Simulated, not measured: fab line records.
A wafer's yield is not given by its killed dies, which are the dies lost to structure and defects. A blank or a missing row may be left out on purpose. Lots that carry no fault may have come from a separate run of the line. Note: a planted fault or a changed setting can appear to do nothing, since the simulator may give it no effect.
Struck lot and sound lot, side by side ; flow sky130 ; 16 steps out of a route of 708
Sound: wafers L416.1, L416.3, L416.4. Struck: wafer L421.2; the same lot's L421.4 was not struck, so it is left out; see the end for the cause.
Order at every step that has rows: each side's tool, ch and its chambers, its first start. Under that, the readings that differ: sound wafers ; struck wafers ; difference of the means ; sigmas: that difference in standard deviations of wafers without a fault.
alike: readings with means less than 2 such deviations apart, plus words and numbers identical on both sides. not compared: withheld readings, readings lacking a value on some wafer, bounds such as >300 that could conceal the same value, and numbers that have no deviation in the record and whose values overlap.
A row with sigmas, a row that says differs or no value, or rows on one side alone: a step with any of these is where the two part. Numbers that have no deviation but don't overlap get no sigmas and don't part them. Lack of a reading on every wafer of one side parts them only where that side has two or more wafers.

first, 8 steps without rows for these wafers: SKY_METAL1_DEHYDRATE_07 (time 60 s); SKY_METAL1_HMDS_08 (prime time 60 s); SKY_METAL1_COAT_09 (resist thk 60 nm); SKY_METAL1_COAT_10 (resist thk 450 nm); SKY_METAL1_SOFTBAKE_11 (time 90 s); SKY_METAL1_EXPOSE_12 (exposes mask MM1, target cd 140 nm); SKY_METAL1_PEB_13; SKY_METAL1_DEVELOP_14 (develop time 60 s).
SKY_METAL1_CD_MEAS_15: target cd 140 nm.
  struck on cdSem-01, day 37 04:35; sound on cdSem-02, day 35 18:14
  alike: cdNm
SKY_METAL1_OVL_MEAS_16:
  struck on overlay-01, day 37 04:41; sound on overlay-01, day 35 18:21
  alike: METAL1_OVL
SKY_METAL1_DESCUM_17: chemistry O2, time 8 s.
  sound on rieMetal-02 ch 0,1, day 35 18:23; struck on rieMetal-04 ch 1, day 37 04:43
  alike: chamberPressureMTorr, drypumpMotorCurrentA, oesProductAu
  not compared: rfHoursCounterH
SKY_METAL1_ETCH_18: etches BARC in N2/H2, stops on SiO2, time 45.9 s, target depth 60 nm.
  sound on rieMetal-02 ch 0,1, day 35 18:25; struck on rieMetal-04 ch 1, day 37 04:46
  alike: chamberPressureMTorr, drypumpMotorCurrentA, oesProductAu, throttleValvePct
  not compared: rfHoursCounterH
SKY_METAL1_METAL_ETCH_19: etches the open film in Cl2/BCl3, stops on SiO2, target depth 360 nm, time 78 s.
  sound on rieMetal-02 ch 0,1, day 35 18:29; struck on rieMetal-04 ch 1, day 37 04:49
reading;sound;struck;difference;sigmas
oesProductAu (a.u.);0.861 0.869 0.859;0.766;-0.097;-15
overEtchFrac;0.3 0.3 0.3;0.603;+0.303;
model.KrF-thick_of_METAL1_COAT_10.thkNm (nm);161.7 161.6 163.2;100.8;-61.4;
model.METAL1.cdNm (nm);140.1 137.5 138.6;132.3;-6.4;
model.SiO2_of_CONTACT_HDPCVD_02.thkNm (nm);326 326.6 325.7;322.9;-3.2;
  alike: chamberPressureMTorr, drypumpMotorCurrentA, throttleValvePct
  not compared: rfHoursCounterH
SKY_METAL1_STRIP_20: strips in O2/N2.
  sound on plasmaAsher-02 ch 0,1, day 35 18:34; struck on plasmaAsher-02 ch 1, day 37 04:55
reading;sound;struck;difference;sigmas
oesProductAu (a.u.);0.345 0.340 0.348;0.313;-0.031;-6
stripTimeToEndpointS (s);2.72 2.73 2.75;2.05;-0.68;-11
  alike: chamberPressureMTorr, drypumpMotorCurrentA
  not compared: rfHoursCounterH
then, 1 step without rows for these wafers: SKY_METAL1_STRIP_21 (strips in post etch residue remover, time 1200 s).
-- the record jumps here: 12 days lie between the struck wafers' starts before and after (it left off in module METAL1 and takes up again in module PAD_OPEN, whose first step shown is number 708 of the route) --
SKY_PAD_OPEN_PROBE_99:
  struck on prober-02, day 49 02:51; sound on prober-01, day 48 04:30
reading;sound;struck;difference;sigmas
model.etest.met1.widthNm (nm);140.3 136.2 140.2;133.4;-5.5;
model.etest.met1.lineOhmUm;0.9038 0.9258 0.9076;0.9664;+0.0540;
  alike: defectLimitedYield, killed_at_M0_to_M3, killed_at_M4_up, killedAtContacts, killedAtFrontEnd, killedAtOther, killedDies, killedOpen, killedShort, sort_bin_3_pad_short, sort_bin_5_function, sort_bin_6_memory, sortNPass, sortYieldPct

== WHERE THEY PART ==
First at SKY_METAL1_METAL_ETCH_19; last, within this record, at SKY_METAL1_STRIP_20. Later steps at which nothing parts them and some readings are alike: SKY_PAD_OPEN_PROBE_99.

WHY: the cause the simulator had injected
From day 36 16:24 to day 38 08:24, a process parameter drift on rieMetal-04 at SKY_METAL1_METAL_ETCH_19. The setting overEtchFrac was moved by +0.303, starting from 0.3. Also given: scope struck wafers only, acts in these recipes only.
